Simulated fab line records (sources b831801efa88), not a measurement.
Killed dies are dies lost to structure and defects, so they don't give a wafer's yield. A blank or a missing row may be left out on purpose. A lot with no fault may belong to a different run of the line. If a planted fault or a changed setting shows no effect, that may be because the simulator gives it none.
What tool caused it? || flow gf180mcu || 13 lots with 39 wafers sampled at 3 steps, on a route of 602 steps

## WHAT EACH GAUGE READ, for each wafer
GF_V5_RS_MEAS_24: measures by four-point-probe. Usual: V5_W_RS typically reads 0.326 ohm/sq, with standard deviation 0.0046.
{"lot": "L816", "measured": "day 28 16:22", "on": "film-metro-01", "V5_W_RS (ohm/sq)": "0.327 0.324 0.324", "flag": ""}
{"lot": "L817", "measured": "day 29 02:32", "on": "film-metro-01", "V5_W_RS (ohm/sq)": "0.326 0.325 0.325", "flag": ""}
{"lot": "L819", "measured": "day 29 08:30", "on": "film-metro-04", "V5_W_RS (ohm/sq)": "0.332 0.328 0.333", "flag": ""}
{"lot": "L821", "measured": "day 30 05:45", "on": "film-metro-04", "V5_W_RS (ohm/sq)": "0.321 0.319 0.319", "flag": ""}
{"lot": "L822", "measured": "day 30 11:38", "on": "film-metro-01", "V5_W_RS (ohm/sq)": "0.324 0.319 0.325", "flag": ""}
{"lot": "L823", "measured": "day 30 17:43", "on": "film-metro-01", "V5_W_RS (ohm/sq)": "0.325 0.323 0.323", "flag": ""}
{"lot": "L825", "measured": "day 31 04:29", "on": "film-metro-01", "V5_W_RS (ohm/sq)": "0.319 0.320 0.321", "flag": ""}
{"lot": "L829", "measured": "day 32 06:17", "on": "film-metro-01", "V5_W_RS (ohm/sq)": "0.317 0.323 0.321", "flag": ""}
{"lot": "L830", "measured": "day 32 09:42", "on": "film-metro-01", "V5_W_RS (ohm/sq)": "0.324 0.323 0.325", "flag": ""}
{"lot": "L831", "measured": "day 32 17:17", "on": "film-metro-01", "V5_W_RS (ohm/sq)": "0.326 0.323 0.328", "flag": ""}
{"lot": "L832", "measured": "day 33 00:01", "on": "film-metro-01", "V5_W_RS (ohm/sq)": "0.324 0.327 0.323", "flag": ""}
{"lot": "L833", "measured": "day 33 02:13", "on": "film-metro-02", "V5_W_RS (ohm/sq)": "0.329 0.324 0.323", "flag": ""}
{"lot": "L836", "measured": "day 34 04:06", "on": "film-metro-02", "V5_W_RS (ohm/sq)": "0.323 0.324 0.321", "flag": ""}

GF_TOP_METAL_OVL_MEAS_15. Usual: TOP_METAL_OVL typically reads 0.9 nm, with standard deviation 1.5.
{"lot": "L816", "measured": "day 29 13:28", "on": "overlay-02", "TOP_METAL_OVL (nm)": "-0.7 -1.5 0.2", "flag": ""}
{"lot": "L817", "measured": "day 29 23:01", "on": "overlay-01", "TOP_METAL_OVL (nm)": "-1.4 -1.1 -2.4", "flag": ""}
{"lot": "L819", "measured": "day 30 04:29", "on": "overlay-01", "TOP_METAL_OVL (nm)": "0.1 -0.2 1.1", "flag": ""}
{"lot": "L821", "measured": "day 31 01:30", "on": "overlay-02", "TOP_METAL_OVL (nm)": "-1.3 -1.7 -0.9", "flag": ""}
{"lot": "L822", "measured": "day 31 06:43", "on": "overlay-02", "TOP_METAL_OVL (nm)": "0.6 -0.1 0.1", "flag": ""}
{"lot": "L823", "measured": "day 31 12:46", "on": "overlay-02", "TOP_METAL_OVL (nm)": "1.7 1.9 1.2", "flag": ""}
{"lot": "L825", "measured": "day 31 22:52", "on": "overlay-01", "TOP_METAL_OVL (nm)": "1.2 1.7 1.6", "flag": ""}
{"lot": "L829", "measured": "day 32 23:43", "on": "overlay-01", "TOP_METAL_OVL (nm)": "-0.9 -0.8 -0.9", "flag": ""}
{"lot": "L830", "measured": "day 33 02:49", "on": "overlay-02", "TOP_METAL_OVL (nm)": "1.5 0.0 1.9", "flag": ""}
{"lot": "L831", "measured": "day 33 10:10", "on": "overlay-01", "TOP_METAL_OVL (nm)": "3.7 3.5 3.9", "flag": ""}
{"lot": "L832", "measured": "day 33 16:58", "on": "overlay-01", "TOP_METAL_OVL (nm)": "0.7 1.3 0.3", "flag": ""}
{"lot": "L833", "measured": "day 33 18:34", "on": "overlay-02", "TOP_METAL_OVL (nm)": "4.4 4.4 3.4", "flag": ""}
{"lot": "L836", "measured": "day 34 20:04", "on": "overlay-01", "TOP_METAL_OVL (nm)": "-0.4 0.1 1.1", "flag": ""}

## WHICH TOOL RAN EACH LOT (tool, then ch and the chambers of the sampled wafers, then the start)
{"lot": "L816", "GF_V3_SPUTTER_22": "pvd-sputter-01, day 23 20:43"}
{"lot": "L817", "GF_V3_SPUTTER_22": "pvd-sputter-04, day 24 09:02"}
{"lot": "L819", "GF_V3_SPUTTER_22": "pvd-sputter-01, day 24 14:31"}
{"lot": "L821", "GF_V3_SPUTTER_22": "pvd-sputter-03, day 25 14:29"}
{"lot": "L822", "GF_V3_SPUTTER_22": "pvd-sputter-03, day 25 22:09"}
{"lot": "L823", "GF_V3_SPUTTER_22": "pvd-sputter-03, day 26 05:28"}
{"lot": "L825", "GF_V3_SPUTTER_22": "pvd-sputter-03, day 26 18:11"}
{"lot": "L829", "GF_V3_SPUTTER_22": "pvd-sputter-04, day 28 00:38"}
{"lot": "L830", "GF_V3_SPUTTER_22": "pvd-sputter-04, day 28 05:10"}
{"lot": "L831", "GF_V3_SPUTTER_22": "pvd-sputter-03, day 28 12:52"}
{"lot": "L832", "GF_V3_SPUTTER_22": "pvd-sputter-03, day 28 22:13"}
{"lot": "L833", "GF_V3_SPUTTER_22": "pvd-sputter-03, day 29 00:46"}
{"lot": "L836", "GF_V3_SPUTTER_22": "pvd-sputter-04, day 30 05:15"}
- GF_V3_SPUTTER_22: material TiN, target thk 10 nm, time 40 s.

## WHAT THE TOOLS THEMSELVES READ (means of the sampled wafers that have a number; where no wafer has one, the mark that the record gives instead)
GF_V3_SPUTTER_22. Usual: 30.0 % for throttle-valve-pct, sd 1.1.
{"lot": "L816", "tool": "pvd-sputter-01", "throttle-valve-pct (%)": 30.7, "flag": ""}
{"lot": "L817", "tool": "pvd-sputter-04", "throttle-valve-pct (%)": 28.9, "flag": ""}
{"lot": "L819", "tool": "pvd-sputter-01", "throttle-valve-pct (%)": 30.8, "flag": ""}
{"lot": "L821", "tool": "pvd-sputter-03", "throttle-valve-pct (%)": 29.9, "flag": ""}
{"lot": "L822", "tool": "pvd-sputter-03", "throttle-valve-pct (%)": 30.1, "flag": ""}
{"lot": "L823", "tool": "pvd-sputter-03", "throttle-valve-pct (%)": 29.5, "flag": ""}
{"lot": "L825", "tool": "pvd-sputter-03", "throttle-valve-pct (%)": 30.2, "flag": ""}
{"lot": "L829", "tool": "pvd-sputter-04", "throttle-valve-pct (%)": 29.9, "flag": ""}
{"lot": "L830", "tool": "pvd-sputter-04", "throttle-valve-pct (%)": 28.9, "flag": ""}
{"lot": "L831", "tool": "pvd-sputter-03", "throttle-valve-pct (%)": 30.6, "flag": ""}
{"lot": "L832", "tool": "pvd-sputter-03", "throttle-valve-pct (%)": 30.7, "flag": ""}
{"lot": "L833", "tool": "pvd-sputter-03", "throttle-valve-pct (%)": 30.1, "flag": ""}
{"lot": "L836", "tool": "pvd-sputter-04", "throttle-valve-pct (%)": 29.7, "flag": ""}

## THE ANSWER, worked out from the rows above alone
Rule: a lot is off if the mean of its wafers that have a number lies more than 3 standard deviations from the usual mean. A lot without any number at a reading at which 4 lots or more have one is off too. Where the step has rows for the other lots, those lots are counted as sound. After the gauges, taken in route order, come the tools' own readings; for these a lot's mean is taken, as printed above. The first step at which some lot is off is used, and at that step the reading that is off furthest; a lot without a number counts as furthest.
None of the lots is off at any reading shown; this tells nothing.

## WHAT WAS PUT IN BY THE SIMULATOR
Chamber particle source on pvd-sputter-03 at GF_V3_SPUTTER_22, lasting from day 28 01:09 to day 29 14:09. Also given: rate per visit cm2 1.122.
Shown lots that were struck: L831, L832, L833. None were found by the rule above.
